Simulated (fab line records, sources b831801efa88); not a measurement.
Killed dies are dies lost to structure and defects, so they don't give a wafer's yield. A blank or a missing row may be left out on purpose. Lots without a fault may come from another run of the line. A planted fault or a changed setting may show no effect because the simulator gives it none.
A struck lot beside a sound one | flow sfq_line | 14 steps out of a route of 325
Sound: wafers L514.3, L514.5, L514.6. Struck: wafer L513.2. (L513.4, L513.6 of the same lot were not struck and are left out.) The cause comes at the end.
At each step with rows: each side's tool, then ch and its chambers, then its first start. Under that, the readings that differ: sound wafers | struck wafers | difference of the means | sigmas: that difference in standard deviations of wafers without a fault.
alike: readings whose means differ by less than 2 such deviations, and words and numbers that are the same on both sides. not compared: withheld readings, readings that some wafer has no value for, bounds like >300 that may hide the same value, and numbers for which the record gives no deviation and whose values overlap.
The two part at a step that has a row with sigmas, a row that says differs or no value, or rows on one side only. Numbers that don't overlap but have no deviation are shown without sigmas and don't part them. A reading that every wafer of one side lacks parts them only if that side has two wafers or more.

SFQ_TRILAYER_R5_DEP_SPUTTER_132: material Ti, target thk 5 nm, time 5 s.
  sound on pvd_sputter-04, day 69 23:23; struck on pvd_sputter-04, day 69 11:56
  alike: throttle_valve_pct
SFQ_TRILAYER_R5_DEP_SPUTTER_133: material MoNx, target thk 40 nm, time 66.7 s.
  sound on pvd_sputter-04, day 69 23:25; struck on pvd_sputter-04, day 69 11:58
  alike: throttle_valve_pct
SFQ_TRILAYER_R5_DEP_SPUTTER_134: material Ti, target thk 5 nm, time 5 s.
  sound on pvd_sputter-04, day 69 23:28; struck on pvd_sputter-04, day 69 12:01
  alike: throttle_valve_pct
SFQ_R5_RS_MEAS_933: measures by four-point-probe.
  sound on film_metro-01, day 69 23:31; struck on film_metro-03, day 69 12:04
  alike: R5_MONX_RS
SFQ_R5_THK_MEAS_934: measures by xrf.
  sound on film_metro-01, day 69 23:37; struck on film_metro-03, day 69 12:10
  reading          | sound          | struck | difference | sigmas
  R5_MONX_THK (nm) | 40.0 41.0 39.9 | 41.7   | +1.4       | +2
then, 6 steps without rows for these wafers: SFQ_TRILAYER_R5_LITHO_COAT_141 (resist thk 62 nm); SFQ_TRILAYER_R5_LITHO_COAT_136 (resist thk 600 nm); SFQ_TRILAYER_R5_LITHO_SOFTBAKE_140; SFQ_TRILAYER_R5_LITHO_EXPOSE_137 (exposes mask R5, target cd 500 nm); SFQ_TRILAYER_R5_LITHO_PEB_139 (peb time 60 s); SFQ_TRILAYER_R5_LITHO_DEVELOP_138 (time 60 s).
SFQ_R5_OVL_MEAS_935:
  sound on overlay-01, day 70 01:55; struck on overlay-02, day 69 17:29
  alike: R5_OVL
SFQ_TRILAYER_R5_BARC_OPEN_METAL_ETCH_177: etches BARC in O2, target depth 125 nm, time 41.7 s.
  sound on rie_metal-01 ch 0,1, day 70 01:58; struck on rie_metal-03 ch 0, day 69 17:31
  reading                      | sound             | struck | difference                   | sigmas
  he_backside_leak_sccm (sccm) | 3.0 2.9 3.1       | 5.9    | +2.9                         | +10
  oes_product_au (a.u.)        | 0.693 0.680 0.686 | 0.674  | -0.012                       | -3
  rf_hours_counter_h (h)       | - - -             | 91     | no value on the sound wafers |
  alike: drypump_motor_current_A
SFQ_TRILAYER_R5_ETCH_METAL_ETCH_139: etches the open film in Cl2, stops on SiO2, target depth 60 nm, time 40 s.
  sound on rie_metal-01 ch 0,1, day 70 02:02; struck on rie_metal-03 ch 0, day 69 17:34
  reading                | sound             | struck | difference                   | sigmas
  oes_product_au (a.u.)  | 0.968 0.983 0.972 | 1.001  | +0.027                       | +3
  rf_hours_counter_h (h) | - - -             | 91     | no value on the sound wafers |
  alike: drypump_motor_current_A, he_backside_leak_sccm

WHERE THEY PART
First at SFQ_R5_THK_MEAS_934; last, within this record, at SFQ_TRILAYER_R5_ETCH_METAL_ETCH_139.

WHY: what the simulator had put in
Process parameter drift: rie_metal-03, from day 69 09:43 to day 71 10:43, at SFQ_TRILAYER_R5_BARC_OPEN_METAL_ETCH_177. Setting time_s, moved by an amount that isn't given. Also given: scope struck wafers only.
